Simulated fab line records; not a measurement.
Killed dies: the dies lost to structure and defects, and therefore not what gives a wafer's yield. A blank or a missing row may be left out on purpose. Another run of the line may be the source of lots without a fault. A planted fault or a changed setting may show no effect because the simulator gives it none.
A lot that was struck, set against a sound lot / flow sfq line / 14 steps out of a route of 325
Sound: the wafers L292.2, L292.3, L292.4. Struck: wafers L297.3, L297.5 (left out: L297.6, a lot-mate that was not struck); the cause follows at the end.
For every step that has rows: the tool of each side, followed by ch and its chambers, followed by its first start. Under that, the readings that differ: sound wafers / struck wafers / difference of the means / sigmas: that difference in standard deviations of wafers without a fault.
alike: readings whose means differ by less than 2 such deviations, and words and numbers that are the same on both sides. not compared: withheld readings, readings that some wafer has no value for, bounds like >300 that may hide the same value, and numbers for which the record gives no deviation and whose values overlap.
A row with sigmas, a row that says differs or no value, or rows on one side alone: a step with any of these is where the two part. Numbers that have no deviation but don't overlap get no sigmas and don't part them. A reading that every wafer of one side lacks parts them only if that side has two wafers or more.

first, 6 steps without rows for these wafers: SFQ_TRILAYER_M2_LITHO_COAT_062 (resist thk 62 nm); SFQ_TRILAYER_M2_LITHO_COAT_057 (resist thk 600 nm); SFQ_TRILAYER_M2_LITHO_SOFTBAKE_061; SFQ_TRILAYER_M2_LITHO_EXPOSE_058 (exposes mask M2, target cd 500 nm); SFQ_TRILAYER_M2_LITHO_PEB_060 (peb time 60 s); SFQ_TRILAYER_M2_LITHO_DEVELOP_059 (time 60 s).
SFQ_M2_OVL_MEAS_916:
  struck on overlay-02, day 33 05:35; sound on overlay-01, day 31 04:44
  alike: M2_OVL
SFQ_TRILAYER_M2_BARC_OPEN_METAL_ETCH_077: etches BARC in O2, target depth 125 nm, time 41.7 s.
  sound on rie metal-01 ch 0,1, day 31 04:46; struck on rie metal-03 ch 0,1, day 33 05:38
  alike: drypump motor current A, he backside leak sccm, oes product au
  not compared: rf hours counter h
SFQ_TRILAYER_M2_ETCH_METAL_ETCH_060: etches Nb in Cl2/Ar, stops on SiO2, target depth 240 nm, time 120 s.
  sound on rie metal-01 ch 0,1, day 31 04:50; struck on rie metal-03 ch 0,1, day 33 05:43
reading=he backside leak sccm (sccm); sound=3.15 3.14 3.24; struck=3.82 3.60; difference=+0.53; sigmas=+2
  alike: drypump motor current A, oes product au
  not compared: rf hours counter h
SFQ_TRILAYER_M2_STRIP_STRIP_061: strips in O2.
  sound on rie metal-01 ch 0,1, day 31 04:57; struck on rie metal-03 ch 0,1, day 33 06:00
  alike: drypump motor current A, he backside leak sccm, oes product au
  not compared: rf hours counter h
then, 1 step without rows for these wafers: SFQ_TRILAYER_M2_STRIP_SOLV_CLEAN_062 (cleans in NMP, time 600 s).
SFQ_TRILAYER_I2_DEP_PECVD_063: deposits SiO2 from SiH4/N2O, time 111.11 s, target thk 500 nm.
  sound on pecvd-04 ch 1,2, day 31 05:44; struck on pecvd-01 ch 0, day 33 06:37
  alike: heater power w, showerhead vpp V, throttle valve pct
SFQ_TRILAYER_I2_CMP_CMP_064: polishes SiO2.
  sound on cmp-01 ch 1,2,3, day 31 05:48; struck on cmp-01 ch 1, day 34 02:26
reading=head pressure psi (psi); sound=2.994 3.009 3.001; struck=3.108 3.107; difference=+0.106; sigmas=+15
  alike: motor current A, platen rpm, time to endpoint s
SFQ_I2_BOW_MEAS_917:
  struck on film metro-03, day 34 05:29; sound on film metro-01, day 31 08:49
  alike: I2_BOW

## WHERE THEY PART
At SFQ_TRILAYER_M2_ETCH_METAL_ETCH_060 first; at SFQ_TRILAYER_I2_CMP_CMP_064 last (within this record only). Later steps at which nothing parts them and some readings are alike: SFQ_I2_BOW_MEAS_917.

WHY: whatever the simulator had introduced
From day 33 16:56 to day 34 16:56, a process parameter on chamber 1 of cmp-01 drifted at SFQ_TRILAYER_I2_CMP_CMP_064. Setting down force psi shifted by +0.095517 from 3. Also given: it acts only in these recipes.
